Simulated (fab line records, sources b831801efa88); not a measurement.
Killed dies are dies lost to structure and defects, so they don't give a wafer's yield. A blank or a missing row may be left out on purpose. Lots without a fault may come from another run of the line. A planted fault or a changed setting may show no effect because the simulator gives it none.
A struck lot beside a sound one | flow gf180mcu | 21 steps out of a route of 602
Sound: wafers L686.1, L686.4, L686.5. Struck: wafers L692.1, L692.2, L692.4. The cause comes at the end.
At each step with rows: each side's tool, then ch and its chambers, then its first start. Under that, the readings that differ: sound wafers | struck wafers | difference of the means | sigmas: that difference in standard deviations of wafers without a fault.
alike: readings whose means differ by less than 2 such deviations, and words and numbers that are the same on both sides. not compared: withheld readings, readings that some wafer has no value for, bounds like >300 that may hide the same value, and numbers for which the record gives no deviation and whose values overlap.
The two part at a step that has a row with sigmas, a row that says differs or no value, or rows on one side only. Numbers that don't overlap but have no deviation are shown without sigmas and don't part them. A reading that every wafer of one side lacks parts them only if that side has two wafers or more.

first, 2 steps without rows for these wafers: GF_M5_CLEAN_13 (cleans in DIW); GF_V5_CVD_00 (deposits SiO2, target thk 300 nm, time 50 s).
GF_V5_THK_MEAS_01:
  sound on film_metro-03, day 30 02:32; struck on film_metro-02, day 31 18:43
  alike: V5_CVD_00_THK
GF_V5_CVD_02: deposits SiO2 from TEOS, target thk 1450 nm, time 163.28 s.
  sound on pecvd-04 ch 1,2, day 30 02:35; struck on pecvd-04 ch 0,1,2, day 31 18:47
  alike: heater_power_w
GF_V5_THK_MEAS_03:
  sound on film_metro-02, day 30 02:41; struck on film_metro-02, day 31 18:53
  alike: V5_CVD_02_THK
GF_V5_CMP_04: polishes SiO2.
  sound on cmp-02 ch 1,2,3, day 30 02:51; struck on cmp-01 ch 0,1,3, day 31 18:56
  reading            | sound             | struck            | difference | sigmas
  slurry_flow_ml_min | 150.0 150.0 151.0 | 149.3 149.4 149.4 | -1.0       | -2
  alike: head_pressure_psi, motor_current_A
GF_V5_BOW_MEAS_05:
  sound on film_metro-03, day 30 03:03; struck on film_metro-03, day 31 19:14
  alike: V5_BOW
then, 5 steps without rows for these wafers: GF_V5_DEHYDRATE_06 (time 60 s); GF_V5_HMDS_07 (prime time 60 s); GF_V5_COAT_08; GF_V5_COAT_09 (resist thk 1000 nm); GF_V5_SOFTBAKE_10 (time 60 s).
GF_V5_EXPOSE_11: exposes mask Via5, target cd 260 nm.
  sound on krf_scanner-01 ch 0, day 30 12:04; struck on krf_scanner-02 ch 0, day 32 03:53
  reading              | sound             | struck            | difference | sigmas
  exposure_dose_mJ_cm2 | 37.88 37.94 37.91 | 44.15 44.14 44.17 | +6.24      | +99 or more
  alike: mask, focus_offset_nm, reticle_temp_C
then, 2 steps without rows for these wafers: GF_V5_PEB_12 (peb time 90 s); GF_V5_DEVELOP_13 (develop time 60 s).
GF_V5_CD_MEAS_14: target cd 260 nm.
  sound on cd_sem-02, day 30 20:22; struck on cd_sem-02, day 32 11:50
  reading    | sound             | struck            | difference | sigmas
  cd_nm (nm) | 258.9 258.8 259.0 | 283.3 283.7 284.1 | +24.8      | +19
GF_V5_OVL_MEAS_15:
  sound on overlay-02, day 30 20:29; struck on overlay-01, day 32 11:58
  alike: V5_OVL
GF_V5_ETCH_16: etches BARC in N2/H2.
  sound on rie_diel-04 ch 0,3, day 30 20:31; struck on rie_diel-03 ch 0,1,3, day 32 11:59
  reading                     | sound           | struck            | difference | sigmas
  drypump_motor_current_A (A) | 5.5 5.3 5.5     | 6.5 6.7 6.7       | +1.2       | +2
  model.V5.cd_nm (nm)         | 258.1 259.6 258 | 283.2 283.4 283.7 | +24.9      |
  alike: h2_flow_sccm, oes_product_au, throttle_valve_pct
GF_V5_ETCH_17: etches SiO2 in C4F8/O2/Ar, stops on TiN, target depth 855 nm.
  sound on rie_diel-04 ch 0,3; struck on rie_diel-03 ch 0,1,3
  reading             | sound             | struck            | difference | sigmas
  model.V5.cd_nm (nm) | 257.7 259.7 258.2 | 283.3 284.1 283.4 | +25.1      |
  alike: oes_product_au
GF_V5_STRIP_18: strips in O2/N2.
  sound on plasma_asher-03 ch 1, day 30 20:40; struck on plasma_asher-03 ch 0,1, day 32 12:09
  alike: drypump_motor_current_A, heater_power_w, oes_product_au
  not compared: rf_hours_counter_h
GF_PASSIVATION_PROBE_99:
  sound on prober-01, day 32 11:49; struck on prober-01, day 34 00:19
  reading                       | sound             | struck            | difference | sigmas
  model.etest.via5_chain.rc_ohm | 7.172 7.013 6.877 | 5.886 5.934 5.713 | -1.176     |

WHERE THEY PART
First at GF_V5_CMP_04; last, within this record, at GF_V5_ETCH_16. Later steps at which nothing parts them and some readings are alike: GF_V5_ETCH_17, GF_V5_STRIP_18.

WHY: what the simulator had put in
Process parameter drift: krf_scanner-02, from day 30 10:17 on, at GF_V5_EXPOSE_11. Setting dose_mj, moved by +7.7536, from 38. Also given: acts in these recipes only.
